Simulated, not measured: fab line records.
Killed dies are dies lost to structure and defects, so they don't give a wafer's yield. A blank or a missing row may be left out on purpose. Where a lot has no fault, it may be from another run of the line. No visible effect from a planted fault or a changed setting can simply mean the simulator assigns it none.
Chamber matching ; flow gf180mcu ; GF_PASSIVATION_ETCH_11 on rie_diel-02: 4 sister chambers
The step etches the open film in CF4/O2, stops on TiN, target depth 1800 nm, time 400 s. 8 wafers are shown with their chamber, then 8 later ones without.

WAFERS WITH THEIR CHAMBER
wafer;chamber;drypump_motor_current_A (A);oes_product_au (a.u.)
L079.5;3;5.2;0.960
L081.1;1;5.8;0.950
L081.2;0;6.0;0.949
L081.6;2;4.8;0.954
L085.2;2;4.8;0.952
L085.3;3;5.3;0.949
L085.4;1;5.7;0.965
L084.1;0;5.9;0.955

WAFERS WHOSE CHAMBER IS MISSING
wafer;drypump_motor_current_A (A);oes_product_au (a.u.)
L084.2;4.8;0.956
L084.3;5.2;0.959
L084.4;5.7;0.972
L084.5;5.9;0.968
L084.6;5.7;0.959
L097.2;5.8;0.961
L097.3;4.8;0.943
L097.6;5.3;0.959

WHICH CHAMBER EACH WENT THROUGH
wafer;from the rows above;in truth
L084.2;2;2
L084.3;3;3
L084.4;1;1
L084.5;can't be placed: 0 or 1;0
L084.6;1;1
L097.2;can't be placed: 1 or 0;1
L097.3;2;2
L097.6;3;3
Placed correctly: 6 of 8. Unplaceable from these rows: 2, with the true chamber sitting among the candidates in 2. Wrongly placed: 0.
How it was worked out, from the rows above alone: a wafer's distance from a chamber is the root of the sum, over the readings, of the square of ((its reading less the chamber's mean) divided by the reading's scatter). The wafer belongs to the nearest chamber; if the next one is less than 2 further off, it can't be placed. For every chamber, the mean is computed from those of its wafers that are shown. How the scatter is found: for the shown wafers, subtract from each reading the mean of its chamber, square and add these, divide the total by (wafers less chambers), then take the root.
